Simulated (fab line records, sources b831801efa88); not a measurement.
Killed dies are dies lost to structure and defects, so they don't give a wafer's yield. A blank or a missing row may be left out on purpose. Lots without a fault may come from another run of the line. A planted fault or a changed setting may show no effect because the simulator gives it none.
A struck lot beside a sound one | flow sky130 | 17 steps out of a route of 708
Sound: wafers L824.2, L824.3, L824.6. Struck: wafers L836.2, L836.3, L836.5. The cause comes at the end.
At each step with rows: each side's tool, then ch and its chambers, then its first start. Under that, the readings that differ: sound wafers | struck wafers | difference of the means | sigmas: that difference in standard deviations of wafers without a fault.
alike: readings whose means differ by less than 2 such deviations, and words and numbers that are the same on both sides. not compared: withheld readings, readings that some wafer has no value for, bounds like >300 that may hide the same value, and numbers for which the record gives no deviation and whose values overlap.
The two part at a step that has a row with sigmas, a row that says differs or no value, or rows on one side only. Numbers that don't overlap but have no deviation are shown without sigmas and don't part them. A reading that every wafer of one side lacks parts them only if that side has two wafers or more.

first, 1 step without rows for these wafers: SKY_VT_ADJUST_LVTN_IMPLANT_19.
SKY_VT_ADJUST_LVTN_STRIP_20: strips in O2/N2.
  sound on plasma_asher-01 ch 0,1, day 8 21:31; struck on plasma_asher-04 ch 0,1, day 12 00:10
  alike: drypump_motor_current_A, oes_product_au, strip_time_to_endpoint_s
  not compared: rf_hours_counter_h
SKY_VT_ADJUST_LVTN_TW_MEAS_21:
  sound on film_metro-01, day 8 21:38; struck on film_metro-01, day 12 00:17
  alike: VT_ADJUST_LVTN_2_TW
then, 7 steps without rows for these wafers: SKY_VT_ADJUST_NCORE_DEHYDRATE_00 (time 59.08 s); SKY_VT_ADJUST_NCORE_HMDS_01 (prime time 60 s); SKY_VT_ADJUST_NCORE_COAT_02 (resist thk 1140 nm); SKY_VT_ADJUST_NCORE_SOFTBAKE_03 (time 60 s); SKY_VT_ADJUST_NCORE_EXPOSE_04 (exposes mask LVTN COMPLEMENT THIN, target cd 380 nm); SKY_VT_ADJUST_NCORE_PEB_05; SKY_VT_ADJUST_NCORE_DEVELOP_06 (develop time 60 s).
SKY_VT_ADJUST_NCORE_CD_MEAS_07: target cd 380 nm.
  sound on cd_sem-01, day 9 19:01; struck on cd_sem-01, day 13 01:18
  reading    | sound             | struck            | difference | sigmas
  cd_nm (nm) | 377.6 377.3 378.0 | 380.9 382.5 386.1 | +5.5       | +2
SKY_VT_ADJUST_NCORE_OVL_MEAS_08:
  sound on overlay-02, day 9 19:08; struck on overlay-01, day 13 01:25
  alike: VT_ADJUST_NCORE_OVL
SKY_VT_ADJUST_NCORE_IMPLANT_09:
  sound on implanter-04 ch 0, day 9 19:11; struck on implanter-04 ch 0, day 13 01:28
  reading                          | sound                      | struck                       | difference | sigmas
  beam_on_s (s)                    | 9.82 9.54 10.17            | 11.86 11.81 11.72            | +1.95      | +10
  end_station_pressure_torr (Torr) | 4.75e-06 4.93e-06 5.02e-06 | 8.59e-05 8.911e-05 8.712e-05 | +8.25e-05  | +99 or more
  faraday_current_uA               | 13.71 14.16 13.29          | 11.37 11.43 11.53            | -2.28      | -9
SKY_VT_ADJUST_NCORE_STRIP_10: strips in O2/N2.
  sound on plasma_asher-03 ch 1, day 9 19:19; struck on plasma_asher-04 ch 0,1, day 13 01:35
  alike: drypump_motor_current_A, oes_product_au, strip_time_to_endpoint_s
  not compared: rf_hours_counter_h
SKY_VT_ADJUST_NCORE_TW_MEAS_11:
  sound on film_metro-04, day 9 19:25; struck on film_metro-04, day 13 01:42
  reading            | sound             | struck            | difference | sigmas
  VT_ADJUST_NCORE_TW | 218.2 219.5 219.9 | 231.1 228.6 229.7 | +10.6      | +10
then, 1 step without rows for these wafers: SKY_VT_ADJUST_HVTR_DEHYDRATE_00 (time 60 s).
-- the record jumps here: 37 days lie between the struck wafers' starts before and after (it left off in module VT_ADJUST_HVTR and takes up again in module PAD_OPEN, whose first step shown is number 708 of the route) --
SKY_PAD_OPEN_PROBE_99:
  sound on prober-01, day 46 21:53; struck on prober-01, day 49 20:38
  reading                                    | sound                       | struck                        | difference | sigmas
  model.etest.nfet_16v.r_on_ohm_um           | 1.402e+04 1.406e+04 1.4e+04 | 1.473e+04 1.489e+04 1.494e+04 | +8.267e+02 |
  model.etest.pfet_g5v0d10v5.r_on_ohm_um     | 4724 4760 4699              | 4434 4549 4501                | -233       |
  model.etest.res_pwell_under_gate.rs_ohm_sq | 2269 2294 2312              | 2214 2226 2215                | -73        |
  model.etest.nfet_g5v0d10v5.r_on_ohm_um     | 1841 1890 1868              | 1911 1928 1913                | +51        |
  model.etest.nfet_g5v0d10v5.drive_ua_um     | 624 610.6 611.9             | 600 587 585.9                 | -25        |
  model.etest.pfet_g5v0d10v5.drive_ua_um     | 350.9 338.1 346.7           | 367.2 364.3 368.1             | +21.3      |
  model.etest.pfet_16v.drive_ua_um           | 242 242.5 243.3             | 257.2 255.8 253.7             | +13.0      |
  alike: killed_at_M0_to_M3, killed_at_M4_up, killed_at_contacts, killed_at_front_end, killed_at_other, killed_dies, killed_open, killed_short
  not compared: model.etest.tip_n_5v.rs_ohm_sq

WHERE THEY PART
First at SKY_VT_ADJUST_NCORE_CD_MEAS_07; last, within this record, at SKY_VT_ADJUST_NCORE_TW_MEAS_11. Later steps at which nothing parts them and some readings are alike: SKY_PAD_OPEN_PROBE_99.

WHY: what the simulator had put in
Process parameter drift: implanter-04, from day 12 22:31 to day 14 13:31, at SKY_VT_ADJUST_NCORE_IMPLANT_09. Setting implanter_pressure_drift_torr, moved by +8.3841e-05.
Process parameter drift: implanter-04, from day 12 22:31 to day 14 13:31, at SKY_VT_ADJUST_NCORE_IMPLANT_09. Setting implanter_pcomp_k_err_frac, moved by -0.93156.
